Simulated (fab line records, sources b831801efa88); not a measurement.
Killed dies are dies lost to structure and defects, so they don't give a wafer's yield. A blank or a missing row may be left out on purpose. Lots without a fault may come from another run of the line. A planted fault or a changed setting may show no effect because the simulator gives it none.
Problem report in the 8D (eight disciplines) form, filled by code | flow gf180mcu | the parts of the form that need people (team, actions taken, sign-off) are left out

1. THE PROBLEM
tube_center_temp_C at GF_DUAL_GATE_OXIDATION_15 reads a mean of 857 C on 9 wafers of 3 lots; wafers without a fault read 850 C with a standard deviation of 0.076. That is +98 standard deviations from the usual mean.
The step: stabilise 600 s, purge 300 s, target thk 7.098 nm.
First seen on wafer L811.3, day 9 14:31, on furnace-02. The record holds 21 wafers of 7 lots with a number at this step. Rule for "out", or "out of limits": more than 4 standard deviations from the usual mean. The other wafers with a number count as sound.

2. WHAT IT IS AND WHAT IT IS NOT
question                    | is                                                                                                | is not
which readings at this step | tube_center_temp_C, spike_tc_centre_C, spike_tc_lower_C, spike_tc_upper_C, tube_center_temp_C_max | zone_power_top_pct
which lots                  | L811, L812, L813                                                                                  | L822, L826, L827, L829
which wafers of those lots  | all that have a number                                                                            | -
read on which tools         | furnace-02                                                                                        | furnace-01
when                        | from day 9 14:31                                                                                  | up to then (0 sound wafers); but 12 sound wafers of L822, L826, L827, L829 came after

3. SUSPECTS, AND WHAT RULES EACH OUT
Counting: a tool at a process step up to the reading stays a suspect if it ran every lot that is out and no sound lot after the first of them.
- plasma_asher-04 at GF_DUAL_GATE_STRIP_13 (strips in O2/N2): ruled out as a lasting fault. Sound lots L822, L829 ran on it after its first lot that is out, L811 (day 9 13:33).
- furnace-02 at GF_DUAL_GATE_OXIDATION_15 (stabilise 600 s, purge 300 s, target thk 7.098 nm): ruled out as a lasting fault. Sound lots L829 ran on it after its first lot that is out, L811 (day 9 14:31).
Left after counting: nothing in the record.

4. THE CAUSE (what the simulator had put in)
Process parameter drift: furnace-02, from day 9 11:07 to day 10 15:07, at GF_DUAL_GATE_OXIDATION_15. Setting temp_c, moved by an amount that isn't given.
Counting ruled it out, wrongly.

5. THE CHAIN OF EFFECTS, in route order
Each row: a reading whose mean over the struck wafers that have a number lies more than 3 standard deviations from the usual. Only readings for which the record gives a usual standard deviation are gone through. hours: the time from each lot's start at the first step in this table that gives one to its start at this step, as a median over the lots. sigmas: the change in usual standard deviations.
hours | step                      | reading                | usual   | on struck wafers | change | sigmas
0     | GF_DUAL_GATE_OXIDATION_15 | spike_tc_bottom_C      | 870.7 C | 881.0            | +10.3  | +3.6
0     | GF_DUAL_GATE_OXIDATION_15 | spike_tc_centre_C      | 851.2 C | 858.9            | +7.7   | +6.4
0     | GF_DUAL_GATE_OXIDATION_15 | spike_tc_lower_C       | 850.4 C | 857.1            | +6.7   | +6.1
0     | GF_DUAL_GATE_OXIDATION_15 | spike_tc_top_C         | 861.3 C | 871.5            | +10.2  | +3.8
0     | GF_DUAL_GATE_OXIDATION_15 | spike_tc_upper_C       | 851.4 C | 859.5            | +8.1   | +6.8
0     | GF_DUAL_GATE_OXIDATION_15 | tube_center_temp_C     | 850 C   | 857              | +7     | +98
0     | GF_DUAL_GATE_OXIDATION_15 | tube_center_temp_C_max | 852.2   | 859.6            | +7.4   | +22
The process steps in it:
- GF_DUAL_GATE_OXIDATION_15: stabilise 600 s, purge 300 s, target thk 7.098 nm.

6. WHAT WOULD HAVE CAUGHT IT SOONER
In this record the first reading out of limits was taken at day 9 14:31, 3 hours after the fault began at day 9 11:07.
